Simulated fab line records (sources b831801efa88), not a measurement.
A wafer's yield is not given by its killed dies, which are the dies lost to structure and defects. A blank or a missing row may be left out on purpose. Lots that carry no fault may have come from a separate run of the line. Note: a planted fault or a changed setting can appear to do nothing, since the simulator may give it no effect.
The tool behind it: which one?    flow sky130    21 wafers from 7 lots sampled at 4 of the route's 708 steps

== WHAT THE GAUGES READ, wafer by wafer ==
SKY_VIA1_CD_MEAS_12: target cd 150 nm.
lot   measured      on        cdNm (nm)
L661  day 34 21:34  cdSem-01  149.9 151.2 150.0
L663  day 36 09:11  cdSem-01  150.2 152.6 151.1
L667  day 37 07:18  cdSem-02  125.0 124.0 150.7
L670  day 37 16:20  cdSem-01  122.7 151.3 150.2
L677  day 40 00:59  cdSem-01  153.3 153.6 154.8
L679  day 40 15:21  cdSem-01  151.5 151.3 150.8
L680  day 41 03:42  cdSem-02  148.9 148.2 146.3

== TOOL THAT RAN EACH LOT (tool first, then ch and the chambers of the sampled wafers, then the start) ==
lot   SKY_CONTACT_ETCH_17                SKY_CONTACT_STRIP_19                 SKY_VIA1_EXPOSE_09
L661  rieDiel-01 ch 2,3, day 32 12:00    plasmaAsher-02 ch 1, day 32 12:05    krfScanner-01 ch 0, day 34 08:20
L663  rieDiel-02 ch 0,2,3, day 34 00:41  plasmaAsher-02 ch 1, day 34 00:47    krfScanner-02 ch 0, day 35 20:14
L667  rieDiel-01 ch 1,2, day 34 22:04    plasmaAsher-02 ch 0,1, day 34 22:09  krfScanner-01 ch 0, day 36 18:16
L670  rieDiel-03 ch 0,3, day 35 09:21    plasmaAsher-02 ch 0, day 35 09:26    krfScanner-01 ch 0, day 37 03:29
L677  rieDiel-02 ch 1,2, day 37 18:56    plasmaAsher-02 ch 0,1, day 37 19:04  krfScanner-01 ch 0, day 39 12:23
L679  rieDiel-03 ch 1,2, day 38 10:10    plasmaAsher-02 ch 0,1, day 38 10:15  krfScanner-01 ch 0, day 40 03:16
L680  rieDiel-02 ch 0,1,3, day 38 23:39  plasmaAsher-01 ch 0,1, day 38 23:44  krfScanner-01 ch 0, day 40 15:56
- SKY_CONTACT_ETCH_17: etches SiO2 in C4F8/O2/Ar, stops on Si3N4, target depth 340 nm.
- SKY_CONTACT_STRIP_19: strips in O2/N2.
- SKY_VIA1_EXPOSE_09: exposes mask VIM, target cd 150 nm.

== THE ANSWER, worked out from the rows above alone ==
Rule: the lots themselves supply what counts as usual. The widest of any qualifying gaps counts: lots, ordered by their means at a reading, are off when they make up no more than a third of the lots, leave a main group of 4 or more, and stand apart from it by 3 or more times the standard deviation of that group's means. A main group whose means are all the same, to the digits that the tables above print for the reading, isn't used. Also off: a lot with no number at a reading for which 4 or more lots have one. The other lots that the step has rows for count as sound.
Off at SKY_VIA1_CD_MEAS_12 (cdNm): L667, L670. The main group has a mean of 150.9 nm with a standard deviation of 2.
A tool fits if, at a process step before that reading, it ran every lot that is off, and no sound lot after the first of them. The gauges at SKY_VIA1_CD_MEAS_12 are tried like those tools. Not one of the candidates tried fits.

== WHAT THE SIMULATOR HAD INSERTED ==
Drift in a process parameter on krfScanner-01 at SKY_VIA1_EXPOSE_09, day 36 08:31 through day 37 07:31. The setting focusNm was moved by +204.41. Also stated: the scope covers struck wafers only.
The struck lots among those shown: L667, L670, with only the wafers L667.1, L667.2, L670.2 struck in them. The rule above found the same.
